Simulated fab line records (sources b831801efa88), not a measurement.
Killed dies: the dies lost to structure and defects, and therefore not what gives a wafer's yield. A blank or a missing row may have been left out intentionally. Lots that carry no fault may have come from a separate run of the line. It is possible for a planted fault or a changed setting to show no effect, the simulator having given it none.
fab line records | flow sky130 | part 1 of 2: steps 1 to 22 of 31
record: lots: 5 | wafers: 15 | lastDay: 50
route steps=708 shown CONTACT@421 METAL1@434
lots with no fault: from the same line, run without faults
startH: start of the lot's first displayed wafer, in hours after the record's first day | waitH: hours since the lot's step before | " same as the row above | L1.1+2: a row that stands for several wafers | - no value present, or no start provided | * or withheld: withheld | < > ~ a bound
route shown NAME@n: NAME is a module with steps in the file, n the number in the route of the first one | usual: mean and standard deviation over wafers with no fault | same: alike in all rows | chamber/n: place in a boat | sites: readings site by site | _std_site: the values' standard deviation | _edge_site: inner sites' mean taken away from outer sites' mean | radiusMm: how far each site lies from the wafer's centre | mask NAME#n: copy n | behind: the most recent tool/chamber to have shaped the wafer | hold: reason for holding the lot/hours on hold/outcome of the hold | device: the n, p or np transistor that did not switch | end of line: tests of these same wafers at the route's end | for a step that has no rows: nothing shown but its recipe | killed: at the first sort, the dies lost to defects and structure; wafer yield is something else | map: a wafer's dies, x killed, . not, _ none there
set.NAME: the setting the step ran with; set.NAME@STEP: the setting that earlier step ran with | model.NAME: the simulator's own value behind a step, which no gauge read
certain route steps with their lots: each step a table, each wafer a row
services: a tool's chamber out of use, with start hour (startH, from the record's first day; less than 0 if before it), hours out, and reason
== steps ==
step: SKY_CONTACT_OVL_MEAS_15
usual: CONTACT_OVL: 6/6.2
lot.wafer | tool       | chamber | startH | waitH | CONTACT_OVL[nm]
L084.2    | overlay-02 | -       | 813.94 | 0.1   | 4
L084.3    | "          | -       | "      | "     | 5
L084.6    | "          | -       | "      | "     | 4
L088.1    | overlay-02 | -       | 846.47 | 0.1   | -2
L088.2    | "          | -       | "      | "     | -1
L088.5    | "          | -       | "      | "     | 0
L094.2    | overlay-01 | -       | 895.32 | 0.1   | 5
L094.5    | "          | -       | "      | "     | -4
L094.6    | "          | -       | "      | "     | 7
L096.3    | overlay-02 | -       | 898.23 | 0.1   | 7
L096.5    | "          | -       | "      | "     | 3
L096.6    | "          | -       | "      | "     | 9
L097.4    | overlay-02 | -       | 918.18 | 0.1   | 7
L097.5    | "          | -       | "      | "     | 8
L097.6    | "          | -       | "      | "     | 10
step: SKY_CONTACT_ETCH_16
recipe: chemistry: N2/H2 | target: BARC | ionEnergyEv: 200 | sourceW: 500 | biasW: 100 | pressureMtorr: 30 | n2FlowSccm: 100 | h2FlowSccm: 200 | stopOn: SiO2 | timeS: 45.9 | targetDepthA: 600
usual: chamberPressureMTorr: 30.001/0.026 | drypumpMotorCurrentA: 5.8/0.44 | oesProductAu: 0.855/0.0047 | throttleValvePct: 13.224/0.0092
lot.wafer | tool       | chamber | startH | waitH | chamberPressureMTorr | drypumpMotorCurrentA | oesProductAu | rfHoursCounterH | throttleValvePct
L084.2    | rieDiel-04 | 1       | 813.97 | 0.0   | 29.998               | 5.4                  | 0.848        | 10              | 13.220
L084.3    | "          | 0       | "      | "     | 30.019               | 6.3                  | 0.858        | 5               | 13.231
L084.6    | "          | 1       | "      | "     | 30.012               | 5.4                  | 0.853        | -               | 13.233
L088.1    | rieDiel-02 | 0       | 846.50 | 0.0   | 29.954               | 6.0                  | 0.856        | 3               | 13.234
L088.2    | "          | 2       | "      | "     | 29.983               | 5.2                  | 0.864        | 11              | 13.213
L088.5    | "          | 1       | "      | "     | 30.008               | 5.4                  | 0.856        | -               | 13.217
L094.2    | rieDiel-04 | 0       | 895.35 | 0.0   | 30.010               | 6.4                  | 0.851        | 8               | 13.219
L094.5    | "          | 2       | "      | "     | 29.973               | 5.8                  | 0.857        | -               | 13.207
L094.6    | "          | 0       | "      | "     | 29.991               | 6.3                  | 0.857        | -               | 13.230
L096.3    | rieDiel-03 | 3       | 898.26 | 0.0   | 30.041               | 6.6                  | 0.849        | 14              | 13.220
L096.5    | "          | 2       | "      | "     | 30.000               | 6.3                  | 0.852        | -               | 13.225
L096.6    | "          | 0       | "      | "     | 30.002               | 5.9                  | 0.856        | -               | 13.212
L097.4    | rieDiel-04 | 2       | 918.20 | 0.0   | 30.011               | 5.9                  | 0.850        | 21              | 13.240
L097.5    | "          | 2       | "      | "     | 29.987               | 5.9                  | 0.852        | -               | 13.215
L097.6    | "          | 1       | "      | "     | 30.038               | 5.4                  | 0.856        | -               | 13.241
step: SKY_CONTACT_ETCH_17
recipe: target: SiO2 | chemistry: C4F8/O2/Ar | stopOn: Si3N4 | maskMaterial: KrF-thick | sourceW: 1500 | biasW: 1200 | pressureMtorr: 40 | c4f8FlowSccm: withheld | O2_flow_sccm: 6 | Ar_flow_sccm: 300 | timeS: withheld | targetDepthA: 3400
usual: chamberPressureMTorr: 39.99/0.048 | oesProductAu: 0.892/0.0048
lot.wafer | tool       | chamber | startH | waitH | chamberPressureMTorr | oesProductAu
L084.2    | rieDiel-04 | 1       | 814.01 | 0.0   | 40.04                | 0.885
L084.3    | "          | 0       | "      | "     | 39.97                | 0.885
L084.6    | "          | 1       | "      | "     | 39.95                | 0.894
L088.1    | rieDiel-02 | 0       | 846.54 | 0.0   | 40.02                | 0.885
L088.2    | "          | 2       | "      | "     | 39.97                | 0.888
L088.5    | "          | 1       | "      | "     | 39.99                | 0.900
L094.2    | rieDiel-04 | 0       | 895.39 | 0.0   | 40.00                | 0.887
L094.5    | "          | 2       | "      | "     | 39.97                | 0.897
L094.6    | "          | 0       | "      | "     | 39.99                | 0.887
L096.3    | rieDiel-03 | 3       | 898.30 | 0.0   | 39.94                | 0.885
L096.5    | "          | 2       | "      | "     | 40.04                | 0.896
L096.6    | "          | 0       | "      | "     | 40.05                | 0.903
L097.4    | rieDiel-04 | 2       | 918.24 | 0.0   | 40.04                | 0.891
L097.5    | "          | 2       | "      | "     | 39.93                | 0.899
L097.6    | "          | 1       | "      | "     | 40.02                | 0.893
step: SKY_CONTACT_ETCH_18
recipe: target: Si3N4 | chemistry: CHF3/O2 | stopOn: TiN | sourceW: 600 | biasW: 200 | pressureMtorr: 40 | chf3FlowSccm: 50 | O2_flow_sccm: 5 | timeS: 39 | targetDepthA: 750
usual: chamberPressureMTorr: 40.00/0.039 | drypumpMotorCurrentA: 5.8/0.44 | oesProductAu: 0.851/0.0095 | throttleValvePct: 8.793/0.0097
lot.wafer | tool       | chamber | startH | waitH | chamberPressureMTorr | drypumpMotorCurrentA | oesProductAu | rfHoursCounterH | throttleValvePct
L084.2    | rieDiel-04 | 1       | -      | -     | 39.99                | 5.4                  | 0.839        | 10              | 8.795
L084.3    | "          | 0       | "      | "     | 39.93                | 6.3                  | 0.856        | 5               | 8.796
L084.6    | "          | 1       | "      | "     | 40.01                | 5.4                  | 0.849        | -               | 8.790
L088.1    | rieDiel-02 | 0       | -      | -     | 39.94                | 6.0                  | 0.865        | 3               | 8.786
L088.2    | "          | 2       | "      | "     | 39.98                | 5.2                  | 0.843        | 11              | 8.795
L088.5    | "          | 1       | "      | "     | 40.06                | 5.4                  | 0.865        | -               | 8.795
L094.2    | rieDiel-04 | 0       | -      | -     | 40.06                | 6.3                  | 0.843        | 8               | 8.778
L094.5    | "          | 2       | "      | "     | 39.94                | 5.9                  | 0.872        | -               | 8.792
L094.6    | "          | 0       | "      | "     | 40.00                | 6.3                  | 0.871        | -               | 8.803
L096.3    | rieDiel-03 | 3       | -      | -     | 40.00                | 6.6                  | 0.845        | 14              | 8.791
L096.5    | "          | 2       | "      | "     | 40.03                | 6.3                  | 0.853        | -               | 8.776
L096.6    | "          | 0       | "      | "     | 40.01                | 5.9                  | 0.860        | -               | 8.804
L097.4    | rieDiel-04 | 2       | -      | -     | 39.99                | 5.9                  | 0.848        | 21              | 8.794
L097.5    | "          | 2       | "      | "     | 40.01                | 5.9                  | 0.865        | -               | 8.781
L097.6    | "          | 1       | "      | "     | 40.02                | 5.4                  | 0.858        | -               | 8.794
step: SKY_CONTACT_STRIP_19
recipe: chemistry: O2/N2 | powerW: 1400 | pressureMtorr: 1500 | platenTempC: withheld | o2FlowSccm: 3000 | n2FlowSccm: 300 | overashFraction: 0.5
usual: chamberPressureMTorr: 1500.0/1.4 | drypumpMotorCurrentA: 6.0/0.39 | oesProductAu: 0.380/0.0051 | stripTimeToEndpointS: 3.60/0.042
lot.wafer | tool           | chamber | startH | waitH | chamberPressureMTorr | drypumpMotorCurrentA | oesProductAu | rfHoursCounterH | stripTimeToEndpointS
L084.2    | plasmaAsher-02 | 0       | 814.10 | -     | 1500.1               | 6.1                  | 0.381        | 38              | 3.63
L084.3    | "              | 0       | "      | "     | 1498.9               | 6.0                  | 0.378        | -               | 3.71
L084.6    | "              | 0       | "      | "     | 1498.0               | 6.1                  | 0.378        | -               | 3.62
L088.1    | plasmaAsher-02 | 0       | 846.63 | -     | 1499.4               | 6.1                  | 0.376        | 42              | 3.58
L088.2    | "              | 1       | "      | "     | 1499.0               | 5.6                  | 0.378        | 42              | 3.62
L088.5    | "              | 0       | "      | "     | 1500.4               | 6.1                  | 0.374        | -               | 3.57
L094.2    | plasmaAsher-03 | 0       | 895.48 | -     | 1502.1               | 5.5                  | 0.380        | 15              | 3.69
L094.5    | "              | 1       | "      | "     | 1501.1               | 6.1                  | 0.371        | -               | 3.59
L094.6    | "              | 0       | "      | "     | 1500.9               | 5.5                  | 0.383        | -               | 3.67
L096.3    | plasmaAsher-01 | 0       | 898.42 | -     | 1501.8               | 6.7                  | 0.381        | -               | 3.55
L096.5    | "              | 1       | "      | "     | 1500.5               | 5.9                  | 0.385        | -               | 3.59
L096.6    | "              | 0       | "      | "     | 1500.8               | 6.7                  | 0.379        | -               | 3.54
L097.4    | plasmaAsher-01 | 1       | 918.37 | -     | 1498.6               | 5.9                  | 0.379        | -               | 3.54
L097.5    | "              | 0       | "      | "     | 1498.9               | 6.7                  | 0.380        | -               | 3.55
L097.6    | "              | 1       | "      | "     | 1501.5               | 5.9                  | 0.392        | -               | 3.64
step: SKY_CONTACT_STRIP_20
recipe: chemistry: postEtchResidueRemover | timeS: 1200 | tempC: 72.5
usual: bathHeatDutyPct: 15.4/2
lot.wafer | tool        | chamber | startH | waitH | bathHeatDutyPct
L084.2    | wetBench-04 | 1       | 814.20 | 0.1   | 19.2
L084.3    | "           | 1       | "      | "     | 21.1
L084.6    | "           | 1       | "      | "     | 19.1
L088.1    | wetBench-03 | 0       | 846.73 | 0.1   | 18.2
L088.2    | "           | 0       | "      | "     | 19.1
L088.5    | "           | 0       | "      | "     | 17.6
L094.2    | wetBench-02 | 3       | 895.58 | 0.1   | 14.6
L094.5    | "           | 3       | "      | "     | 15.7
L094.6    | "           | 3       | "      | "     | 14.7
L096.3    | wetBench-04 | 1       | 898.49 | 0.0   | 17.5
L096.5    | "           | 1       | "      | "     | 19.0
L096.6    | "           | 1       | "      | "     | 18.9
L097.4    | wetBench-03 | 1       | 918.43 | 0.0   | 12.0
L097.5    | "           | 1       | "      | "     | 11.5
L097.6    | "           | 1       | "      | "     | 12.6
step: SKY_CONTACT_CLEAN_21
recipe: chemistry: IPA | timeS: 180 | tempC: 25
usual: bathHeatDutyPct: 6.3/0.83
lot.wafer | tool        | chamber | startH | waitH | bathHeatDutyPct
L084.2    | wetBench-04 | 0       | 814.55 | 0.0   | 6.4
L084.3    | "           | 0       | "      | "     | 5.3
L084.6    | "           | 0       | "      | "     | 5.2
L088.1    | wetBench-03 | 2       | 847.08 | 0.0   | 6.9
L088.2    | "           | 2       | "      | "     | 6.9
L088.5    | "           | 2       | "      | "     | 6.6
L094.2    | wetBench-03 | 0       | 895.93 | 0.0   | 7.7
L094.5    | "           | 0       | "      | "     | 8.5
L094.6    | "           | 0       | "      | "     | 7.8
L096.3    | wetBench-03 | 1       | 898.83 | 0.0   | 4.3
L096.5    | "           | 1       | "      | "     | 5.3
L096.6    | "           | 1       | "      | "     | 4.7
L097.4    | wetBench-04 | 3       | 918.81 | 0.0   | 6.8
L097.5    | "           | 3       | "      | "     | 5.8
L097.6    | "           | 3       | "      | "     | 7.0
step: SKY_CONTACT_CLEAN_22
recipe: chemistry: O3/DIW | dry: n2Spin
lot.wafer  | tool        | chamber | startH | waitH
L084.2+3+6 | wetBench-02 | 0       | 814.60 | 0.0
L088.1+2+5 | wetBench-03 | 3       | 847.13 | 0.0
L094.2+5+6 | wetBench-02 | 3       | 895.98 | 0.0
L096.3+5+6 | wetBench-02 | 0       | 898.89 | 0.0
L097.4+5+6 | wetBench-02 | 1       | 918.87 | 0.0
step: SKY_CONTACT_SPUTTER_23
recipe: material: TiN | targetThkNm: 20 | chamberPressurePa: 5 | powerW: 4000 | timeS: 80
usual: throttleValvePct: 29.9/0.89
lot.wafer | tool          | chamber | startH | waitH | throttleValvePct
L084.2    | pvdSputter-02 | -       | 814.70 | 0.0   | 28.7
L084.3    | "             | -       | "      | "     | 28.7
L084.6    | "             | -       | "      | "     | 29.1
L088.1    | pvdSputter-02 | -       | 847.23 | 0.0   | 30.9
L088.2    | "             | -       | "      | "     | 28.9
L088.5    | "             | -       | "      | "     | 29.2
L094.2    | pvdSputter-02 | -       | 896.08 | 0.0   | 30.6
L094.5    | "             | -       | "      | "     | 30.9
L094.6    | "             | -       | "      | "     | 28.9
L096.3    | pvdSputter-02 | -       | 898.98 | 0.0   | 28.7
L096.5    | "             | -       | "      | "     | 29.0
L096.6    | "             | -       | "      | "     | 28.7
L097.4    | pvdSputter-03 | -       | 918.96 | 0.0   | 31.0
L097.5    | "             | -       | "      | "     | 30.4
L097.6    | "             | -       | "      | "     | 30.5
step: SKY_CONTACT_CVD_24
recipe: material: W | targetThkNm: 340 | timeS: 102.12 | tempC: 400 | pressureTorr: 40
usual: heaterPowerW: 897/24
lot.wafer | tool    | chamber | startH | waitH | heaterPowerW
L084.2    | cvdW-02 | 0       | 814.76 | 0.0   | 863
L084.3    | "       | 1       | "      | "     | 881
L084.6    | "       | 1       | "      | "     | 879
L088.1    | cvdW-02 | 0       | 847.29 | 0.0   | 881
L088.2    | "       | 0       | "      | "     | 879
L088.5    | "       | 0       | "      | "     | 892
L094.2    | cvdW-01 | 0       | 896.14 | 0.0   | 913
L094.5    | "       | 0       | "      | "     | 895
L094.6    | "       | 1       | "      | "     | 940
L096.3    | cvdW-02 | 1       | 899.08 | 0.1   | 871
L096.5    | "       | 1       | "      | "     | 895
L096.6    | "       | 0       | "      | "     | 884
L097.4    | cvdW-02 | 0       | 919.06 | 0.1   | 866
L097.5    | "       | 0       | "      | "     | 889
L097.6    | "       | 1       | "      | "     | 886
step: SKY_CONTACT_RS_MEAS_25
recipe: thkMeasGauge: four-point-probe | reads: W_of_CONTACT_CVD_24+TiN_of_CONTACT_SPUTTER_23
usual: CONTACT_W_RS: 0.337/0.0037
lot.wafer | tool         | chamber | startH | waitH | CONTACT_W_RS[ohm/sq]
L084.2    | filmMetro-02 | -       | 814.89 | 0.1   | 0.341
L084.3    | "            | -       | "      | "     | 0.340
L084.6    | "            | -       | "      | "     | 0.344
L088.1    | filmMetro-03 | -       | 847.51 | 0.2   | 0.338
L088.2    | "            | -       | "      | "     | 0.335
L088.5    | "            | -       | "      | "     | 0.341
L094.2    | filmMetro-02 | -       | 896.27 | 0.1   | 0.344
L094.5    | "            | -       | "      | "     | 0.342
L094.6    | "            | -       | "      | "     | 0.338
L096.3    | filmMetro-01 | -       | 899.19 | 0.1   | 0.341
L096.5    | "            | -       | "      | "     | 0.339
L096.6    | "            | -       | "      | "     | 0.342
L097.4    | filmMetro-01 | -       | 919.19 | 0.1   | 0.334
L097.5    | "            | -       | "      | "     | 0.336
L097.6    | "            | -       | "      | "     | 0.341
step: SKY_CONTACT_THK_MEAS_26
recipe: thkMeasGauge: xrf | reads: W_of_CONTACT_CVD_24
usual: CONTACT_W_THK: 341/4.7
lot.wafer | tool         | chamber | startH | waitH | CONTACT_W_THK[nm]
L084.2    | filmMetro-02 | -       | 815.00 | 0.1   | 340
L084.3    | "            | -       | "      | "     | 342
L084.6    | "            | -       | "      | "     | 337
L088.1    | filmMetro-03 | -       | 847.63 | 0.1   | 337
L088.2    | "            | -       | "      | "     | 339
L088.5    | "            | -       | "      | "     | 336
L094.2    | filmMetro-02 | -       | 896.38 | 0.1   | 336
L094.5    | "            | -       | "      | "     | 337
L094.6    | "            | -       | "      | "     | 340
L096.3    | filmMetro-01 | -       | 899.29 | 0.1   | 340
L096.5    | "            | -       | "      | "     | 342
L096.6    | "            | -       | "      | "     | 336
L097.4    | filmMetro-01 | -       | 919.28 | 0.1   | 345
L097.5    | "            | -       | "      | "     | 344
L097.6    | "            | -       | "      | "     | 340
step: SKY_CONTACT_CMP_27
recipe: stopOn: SiO2 | tOverpolishS: 15 | downForcePsi: 3.5 | platenRpm: 60 | targetThkNm: 0 | padVelocityMS: 0.94248
usual: motorCurrentA: 10.5/0.83 | overpolishRunS: 15.001/0.0083 | timeToEndpointS: 83/4.1
same: tOverpolishS: 15
lot.wafer | tool   | chamber | startH | waitH | motorCurrentA | overpolishRunS | timeToEndpointS
L084.2    | cmp-02 | 0       | 815.05 | 0.0   | 9.2           | 15.011         | 81
L084.3    | "      | 3       | "      | "     | 10.7          | 15.013         | 80
L084.6    | "      | 1       | "      | "     | 10.9          | 14.992         | 81
L088.1    | cmp-02 | 1       | 847.74 | 0.1   | 10.6          | 14.994         | 82
L088.2    | "      | 2       | "      | "     | 10.8          | 15.012         | 82
L088.5    | "      | 0       | "      | "     | 10.2          | 14.991         | 79
L094.2    | cmp-01 | 1       | 896.48 | 0.1   | 8.8           | 15.006         | 86
L094.6    | "      | 0       | "      | "     | 10.4          | 15.000         | 81
L094.5    | "      | 1       | "      | "     | 9.1           | 14.992         | 89
L096.3    | cmp-02 | 0       | 899.33 | 0.0   | 9.9           | 15.004         | 74
L096.6    | "      | 0       | "      | "     | 10.0          | 14.993         | 76
L096.5    | "      | 1       | "      | "     | 10.6          | 15.006         | 82
L097.4    | cmp-01 | 3       | 919.36 | 0.1   | 10.5          | 15.008         | 92
L097.6    | "      | 2       | "      | "     | 11.9          | 15.019         | 84
L097.5    | "      | 3       | "      | "     | 10.6          | 14.994         | 91
step: SKY_METAL1_SPUTTER_00
recipe: material: Ti | targetThkNm: 15 | powerW: 3000 | timeS: 10 | chamberPressurePa: 0.4
usual: throttleValvePct: 30.2/1
lot.wafer | tool          | chamber | startH | waitH | throttleValvePct
L084.2    | pvdSputter-02 | -       | 815.35 | 0.2   | 28.9
L084.3    | "             | -       | "      | "     | 28.5
L084.6    | "             | -       | "      | "     | 29.1
L088.1    | pvdSputter-02 | -       | 847.99 | 0.2   | 28.6
L088.2    | "             | -       | "      | "     | 29.2
L088.5    | "             | -       | "      | "     | 29.1
L094.2    | pvdSputter-04 | -       | 896.73 | 0.2   | 31.1
L094.5    | "             | -       | "      | "     | 29.8
L094.6    | "             | -       | "      | "     | 31.3
L096.3    | pvdSputter-01 | -       | 899.63 | 0.2   | 31.1
L096.5    | "             | -       | "      | "     | 28.8
L096.6    | "             | -       | "      | "     | 32.1
L097.4    | pvdSputter-04 | -       | 919.61 | 0.2   | 29.8
L097.5    | "             | -       | "      | "     | 30.8
L097.6    | "             | -       | "      | "     | 31.1
step: SKY_METAL1_SPUTTER_01
recipe: material: TiN | targetThkNm: 20 | powerW: 6500 | timeS: 16.7 | chamberPressurePa: 0.4
usual: throttleValvePct: 30.2/1
lot.wafer | tool          | chamber | startH | waitH | throttleValvePct
L084.2    | pvdSputter-02 | -       | 815.37 | 0.0   | 28.8
L084.3    | "             | -       | "      | "     | 28.4
L084.6    | "             | -       | "      | "     | 29.3
L088.1    | pvdSputter-02 | -       | 848.02 | 0.0   | 28.8
L088.2    | "             | -       | "      | "     | 29.1
L088.5    | "             | -       | "      | "     | 29.0
L094.2    | pvdSputter-04 | -       | 896.75 | 0.0   | 31.0
L094.5    | "             | -       | "      | "     | 29.9
L094.6    | "             | -       | "      | "     | 31.1
L096.3    | pvdSputter-01 | -       | 899.65 | 0.0   | 31.1
L096.5    | "             | -       | "      | "     | 28.7
L096.6    | "             | -       | "      | "     | 31.3
L097.4    | pvdSputter-04 | -       | 919.63 | 0.0   | 29.9
L097.5    | "             | -       | "      | "     | 30.5
L097.6    | "             | -       | "      | "     | 31.1
step: SKY_METAL1_SPUTTER_02
recipe: material: AlCu | targetThkNm: 250 | powerW: 10600 | timeS: 13.3 | chamberPressurePa: 0.4
usual: throttleValvePct: 30.2/1
lot.wafer | tool          | chamber | startH | waitH | throttleValvePct
L084.2    | pvdSputter-02 | -       | 815.39 | 0.0   | 28.9
L084.3    | "             | -       | "      | "     | 28.8
L084.6    | "             | -       | "      | "     | 29.3
L088.1    | pvdSputter-02 | -       | 848.05 | 0.0   | 28.7
L088.2    | "             | -       | "      | "     | 28.9
L088.5    | "             | -       | "      | "     | 28.6
L094.2    | pvdSputter-04 | -       | 896.78 | 0.0   | 31.0
L094.5    | "             | -       | "      | "     | 29.8
L094.6    | "             | -       | "      | "     | 31.2
L096.3    | pvdSputter-01 | -       | 899.68 | 0.0   | 30.7
L096.5    | "             | -       | "      | "     | 28.7
L096.6    | "             | -       | "      | "     | 31.6
L097.4    | pvdSputter-04 | -       | 919.66 | 0.0   | 29.7
L097.5    | "             | -       | "      | "     | 30.3
L097.6    | "             | -       | "      | "     | 30.9
step: SKY_METAL1_SPUTTER_03
recipe: material: Ti | targetThkNm: 5 | powerW: 3000 | timeS: 3.3 | chamberPressurePa: 0.4
usual: throttleValvePct: 30.2/1
lot.wafer | tool          | chamber | startH | waitH | throttleValvePct
L084.2    | pvdSputter-02 | -       | 815.42 | 0.0   | 29.1
L084.3    | "             | -       | "      | "     | 28.9
L084.6    | "             | -       | "      | "     | 29.1
L088.1    | pvdSputter-02 | -       | 848.08 | 0.0   | 28.7
L088.2    | "             | -       | "      | "     | 29.0
L088.5    | "             | -       | "      | "     | 28.5
L094.2    | pvdSputter-04 | -       | 896.80 | 0.0   | 31.0
L094.5    | "             | -       | "      | "     | 29.7
L094.6    | "             | -       | "      | "     | 31.2
L096.3    | pvdSputter-01 | -       | 899.70 | 0.0   | 31.0
L096.5    | "             | -       | "      | "     | 28.7
L096.6    | "             | -       | "      | "     | 31.7
L097.4    | pvdSputter-04 | -       | 919.68 | 0.0   | 30.0
L097.5    | "             | -       | "      | "     | 30.4
L097.6    | "             | -       | "      | "     | 31.3
step: SKY_METAL1_SPUTTER_04
recipe: material: TiN | targetThkNm: 70 | powerW: 6500 | timeS: 58.3 | chamberPressurePa: 0.4
usual: throttleValvePct: 30.2/1
lot.wafer | tool          | chamber | startH | waitH | throttleValvePct
L084.2    | pvdSputter-02 | -       | 815.44 | 0.0   | 28.9
L084.3    | "             | -       | "      | "     | 28.8
L084.6    | "             | -       | "      | "     | 29.1
L088.1    | pvdSputter-02 | -       | 848.10 | 0.0   | 28.7
L088.2    | "             | -       | "      | "     | 29.1
L088.5    | "             | -       | "      | "     | 29.0
L094.2    | pvdSputter-04 | -       | 896.82 | 0.0   | 31.3
L094.5    | "             | -       | "      | "     | 30.1
L094.6    | "             | -       | "      | "     | 31.0
L096.3    | pvdSputter-01 | -       | 899.72 | 0.0   | 30.9
L096.5    | "             | -       | "      | "     | 28.4
L096.6    | "             | -       | "      | "     | 31.8
L097.4    | pvdSputter-04 | -       | 919.70 | 0.0   | 29.7
L097.5    | "             | -       | "      | "     | 30.7
L097.6    | "             | -       | "      | "     | 31.3
step: SKY_METAL1_RS_MEAS_05
recipe: thkMeasGauge: four-point-probe | reads: TiN_of_METAL1_SPUTTER_04+Ti_of_METAL1_SPUTTER_03+AlCu_of_METAL1_SPUTTER_02+TiN_of_METAL1_SPUTTER_01+Ti_of_METAL1_SPUTTER_00
usual: METAL1_ALCU_RS: 0.1266/0.0016
lot.wafer | tool         | chamber | startH | waitH | METAL1_ALCU_RS[ohm/sq]
L084.2    | filmMetro-04 | -       | 815.51 | 0.0   | 0.1244
L084.3    | "            | -       | "      | "     | 0.1227
L084.6    | "            | -       | "      | "     | 0.1251
L088.1    | filmMetro-02 | -       | 848.15 | 0.0   | 0.1239
L088.2    | "            | -       | "      | "     | 0.1269
L088.5    | "            | -       | "      | "     | 0.1264
L094.2    | filmMetro-02 | -       | 896.89 | 0.0   | 0.1273
L094.5    | "            | -       | "      | "     | 0.1277
L094.6    | "            | -       | "      | "     | 0.1289
L096.3    | filmMetro-04 | -       | 899.81 | 0.1   | 0.1279
L096.5    | "            | -       | "      | "     | 0.1273
L096.6    | "            | -       | "      | "     | 0.1243
L097.4    | filmMetro-04 | -       | 919.84 | 0.1   | 0.1258
L097.5    | "            | -       | "      | "     | 0.1277
L097.6    | "            | -       | "      | "     | 0.1259
step: SKY_METAL1_THK_MEAS_06
recipe: thkMeasGauge: xrf | reads: AlCu_of_METAL1_SPUTTER_02
usual: METAL1_ALCU_THK: 248/3.3
lot.wafer | tool         | chamber | startH | waitH | METAL1_ALCU_THK[nm]
L084.2    | filmMetro-04 | -       | 815.62 | 0.1   | 253
L084.3    | "            | -       | "      | "     | 257
L084.6    | "            | -       | "      | "     | 252
L088.1    | filmMetro-02 | -       | 848.27 | 0.1   | 252
L088.2    | "            | -       | "      | "     | 248
L088.5    | "            | -       | "      | "     | 248
L094.2    | filmMetro-02 | -       | 897.00 | 0.1   | 246
L094.5    | "            | -       | "      | "     | 246
L094.6    | "            | -       | "      | "     | 244
L096.3    | filmMetro-04 | -       | 899.91 | 0.1   | 246
L096.5    | "            | -       | "      | "     | 246
L096.6    | "            | -       | "      | "     | 251
L097.4    | filmMetro-04 | -       | 919.93 | 0.1   | 248
L097.5    | "            | -       | "      | "     | 245
L097.6    | "            | -       | "      | "     | 248
step: SKY_METAL1_DEHYDRATE_07
recipe: tempC: 200 | timeS: 60
usual: chillPlateTempC: 23.01/0.11 | resistLineTempC: 23.00/0.1
lot.wafer | tool          | chamber | startH | waitH | chillPlateTempC | resistLineTempC
L084.2    | lithoTrack-01 | 0       | 827.47 | 11.8  | 22.99           | 22.96
L084.3    | "             | 0       | "      | "     | 22.92           | 22.93
L084.6    | "             | 0       | "      | "     | 23.09           | 22.81
L088.1    | lithoTrack-03 | 0       | 860.55 | 12.3  | 22.91           | 22.88
L088.2    | "             | 0       | "      | "     | 22.78           | 22.90
L088.5    | "             | 0       | "      | "     | 23.04           | 23.01
L094.2    | lithoTrack-03 | 0       | 907.87 | 10.9  | 23.10           | 23.00
L094.5    | "             | 0       | "      | "     | 23.20           | 23.22
L094.6    | "             | 0       | "      | "     | 23.17           | 22.84
L096.3    | lithoTrack-01 | 0       | 911.15 | 11.2  | 23.08           | 22.90
L096.5    | "             | 0       | "      | "     | 22.89           | 23.14
L096.6    | "             | 0       | "      | "     | 23.06           | 23.08
L097.4    | lithoTrack-01 | 0       | 930.47 | 10.5  | 22.94           | 22.87
L097.5    | "             | 0       | "      | "     | 22.94           | 22.96
L097.6    | "             | 0       | "      | "     | 22.96           | 22.96
step: SKY_METAL1_HMDS_08
recipe: primeTimeS: 60 | primeTempC: 120
usual: chillPlateTempC: 23.01/0.11 | resistLineTempC: 23.01/0.11
lot.wafer | tool          | chamber | startH | waitH | chillPlateTempC | resistLineTempC
L084.2    | lithoTrack-01 | 0       | 827.62 | 0.1   | 23.03           | 23.20
L084.3    | "             | 0       | "      | "     | 23.17           | 23.06
L084.6    | "             | 0       | "      | "     | 23.01           | 23.22
L088.1    | lithoTrack-03 | 0       | 860.70 | 0.1   | 23.20           | 23.21
L088.2    | "             | 0       | "      | "     | 22.96           | 23.05
L088.5    | "             | 0       | "      | "     | 23.07           | 23.00
L094.2    | lithoTrack-03 | 0       | 908.02 | 0.1   | 22.93           | 23.16
L094.5    | "             | 0       | "      | "     | 22.81           | 22.98
L094.6    | "             | 0       | "      | "     | 22.82           | 23.07
L096.3    | lithoTrack-01 | 0       | 911.30 | 0.1   | 23.02           | 22.91
L096.5    | "             | 0       | "      | "     | 23.20           | 22.97
L096.6    | "             | 0       | "      | "     | 23.02           | 22.95
L097.4    | lithoTrack-01 | 0       | 930.62 | 0.1   | 22.97           | 23.02
L097.5    | "             | 0       | "      | "     | 22.88           | 22.95
L097.6    | "             | 0       | "      | "     | 22.93           | 23.00
